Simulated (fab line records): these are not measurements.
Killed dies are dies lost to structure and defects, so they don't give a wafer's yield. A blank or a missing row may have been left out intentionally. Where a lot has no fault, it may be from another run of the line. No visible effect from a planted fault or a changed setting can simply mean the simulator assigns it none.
Chamber matching | flow sky130 | 4 sister chambers for SKY_POLY_GATE_ETCH_15 on rieDiel-04
The step etches BARC in N2/H2, stops on SiO2, time 118.5 s, target depth 110 nm. 14 wafers are shown with their chamber, then 7 later ones without.

WAFERS PAIRED WITH THEIR CHAMBERS
wafer  | chamber | drypumpMotorCurrentA (A) | throttleValvePct (%) | oesProductAu (a.u.)
L074.3 | 3       | 6.4                      | 13.213               | 0.716
L074.5 | 0       | 6.0                      | 13.208               | 0.713
L074.6 | 2       | 5.5                      | 13.218               | 0.711
L076.1 | 0       | 5.9                      | 13.210               | 0.717
L076.3 | 3       | 6.3                      | 13.226               | 0.716
L076.4 | 2       | 5.5                      | 13.220               | 0.723
L088.2 | 2       | 5.5                      | 13.207               | 0.714
L088.4 | 3       | 6.3                      | 13.227               | 0.715
L088.6 | 0       | 6.0                      | 13.208               | 0.712
L089.1 | 1       | 5.5                      | 13.198               | 0.716
L089.2 | 0       | 6.0                      | 13.219               | 0.715
L089.3 | 2       | 5.5                      | 13.222               | 0.710
L089.4 | 2       | 5.5                      | 13.203               | 0.713
L089.5 | 0       | 6.0                      | 13.219               | 0.718

SIGNATURES (averages over the wafers above)
reading              | chamber 0 | chamber 1 | chamber 2 | chamber 3 | scatter within a chamber
drypumpMotorCurrentA | 5.980     | 5.500     | 5.500     | 6.333     | 0.0383
throttleValvePct     | 13.21280  | 13.19800  | 13.21400  | 13.22200  | 0.00734
oesProductAu         | 0.71500   | 0.71600   | 0.71420   | 0.71567   | 0.00365
Rule: a wafer's distance from a chamber is the root of the sum, over the readings, of the square of ((its reading less the chamber's mean) divided by the reading's scatter). If the next closest chamber is less than 2 further off than the closest, the wafer can't be placed; otherwise it belongs to the closest. The scatter is the square root of a quotient: the sum, over the shown wafers, of each reading's squared deviation from its chamber's mean, divided by wafers minus chambers.

WAFERS WITH NO CHAMBER GIVEN
wafer  | drypumpMotorCurrentA (A) | throttleValvePct (%) | oesProductAu (a.u.)
L089.6 | 5.5                      | 13.226               | 0.722
L093.1 | 6.0                      | 13.217               | 0.722
L093.2 | 5.5                      | 13.206               | 0.719
L093.3 | 6.4                      | 13.203               | 0.710
L093.4 | 5.5                      | 13.218               | 0.726
L093.5 | 5.5                      | 13.216               | 0.713
L093.6 | 6.4                      | 13.215               | 0.715

THE CHAMBER EACH PASSED THROUGH
wafer  | from the rows above     | in truth
L089.6 | can't be placed: 2 or 1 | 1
L093.1 | 0                       | 0
L093.2 | can't be placed: 1 or 2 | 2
L093.3 | 3                       | 3
L093.4 | can't be placed: 2 or 1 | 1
L093.5 | 2                       | 2
L093.6 | 3                       | 3
Correct placement for 4 of the 7. From these rows, 3 cannot be placed; in 3 the true chamber is one of the candidates. 0 placed wrongly.
